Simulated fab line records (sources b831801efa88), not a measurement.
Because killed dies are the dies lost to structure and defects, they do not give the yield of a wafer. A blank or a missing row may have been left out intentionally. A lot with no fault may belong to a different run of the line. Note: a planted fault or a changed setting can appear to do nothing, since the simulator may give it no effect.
8D (eight disciplines) problem report, filled in by code | flow gf180mcu | the parts of the form that need people (team, actions taken, sign-off) are left out

== 1. THE PROBLEM ==
A mean of 66.02 rpm is read at GF_V3_CMP_04 for platen rpm, taken on 1 wafer of 1 lot, against 60.01 rpm (standard deviation 0.035) on wafers free of any fault. That is +99 or more standard deviations from the usual mean.
The step: polishes SiO2.
The first sign was on wafer L360.3 at day 27 14:36, on cmp-01. The record has a number at this step for 39 wafers belonging to 13 lots. Rule for "out" (also "out of limits"): further than 4 standard deviations from the usual mean. The rest of the wafers with a number are treated as sound.

== 2. WHAT THIS IS AND IS NOT ==
question                    | is                | is not
which readings at this step | platen rpm        | motor current A
which lots                  | L360              | L342, L343, L344, L345, L346, L347, L348, L349, L350, L351, L352, L364
which wafers of those lots  | L360.3            | L360.1, L360.2
read on which tools         | cmp-01            | cmp-02
when                        | from day 27 14:36 | up to then (35 sound wafers); but 3 sound wafers of L364 came after

== 3. THE SUSPECTS, EACH WITH WHAT RULES IT OUT ==
Counting: if a tool at a process step up to the reading ran every lot that is out, it stays a suspect. Sound lots after the first of them don't rule it out here, since some wafers of a struck lot are sound.
- pvd sputter-04 at GF_V2_SPUTTER_22 (material TiN, target thk 10 nm, time 40 s): kept. L360, the lot that is out, went through it at day 26 16:05; up to then, the latest sound lot through it was L351 at day 23 19:20.
- cmp-01 at GF_V3_CMP_04 (polishes SiO2): kept. L360, the lot that is out, went through it at day 27 14:36; up to then, the latest sound lot through it was L352 at day 25 08:08. Its own readings are out on those wafers: platen rpm.
- At GF_V3_CMP_04, inside cmp-01: chamber 2 took the wafers that are out, while their sound lot-mates went through chambers 1, 3.
Remaining after the count are pvd sputter-04 at GF_V2_SPUTTER_22 and cmp-01 at GF_V3_CMP_04.

== 4. THE CAUSE (what the simulator had put in) ==
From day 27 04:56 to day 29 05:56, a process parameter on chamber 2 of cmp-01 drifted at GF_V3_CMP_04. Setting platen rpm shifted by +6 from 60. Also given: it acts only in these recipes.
This tool is one of the 2 suspects left after counting.

== 5. THE EFFECT CHAIN, in route order ==
Each row: a reading where the mean over the struck wafers with a number is more than 3 standard deviations away from the usual. Scope: only readings with a usual standard deviation given in the record; hours: median across lots of the time from each lot's start at the first step in this table that gives one to its start at this step; sigmas: change in usual standard deviations.
hours | step         | reading    | usual     | on struck wafers | change | sigmas
0     | GF_V3_CMP_04 | platen rpm | 60.01 rpm | 66.02            | +6.01  | +99 or more
Here are the process steps it includes:
- GF_V3_CMP_04: polishes SiO2.
At these later measuring or inspecting steps, every struck wafer for which the step has a row has a number for every such reading, and none has moved that far: GF_V3_CD_MEAS_14.

== 6. HOW IT WOULD HAVE BEEN CAUGHT EARLIER ==
10 hours passed between the start of the fault at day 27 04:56 and the first reading out of limits in this record, taken at day 27 14:36.
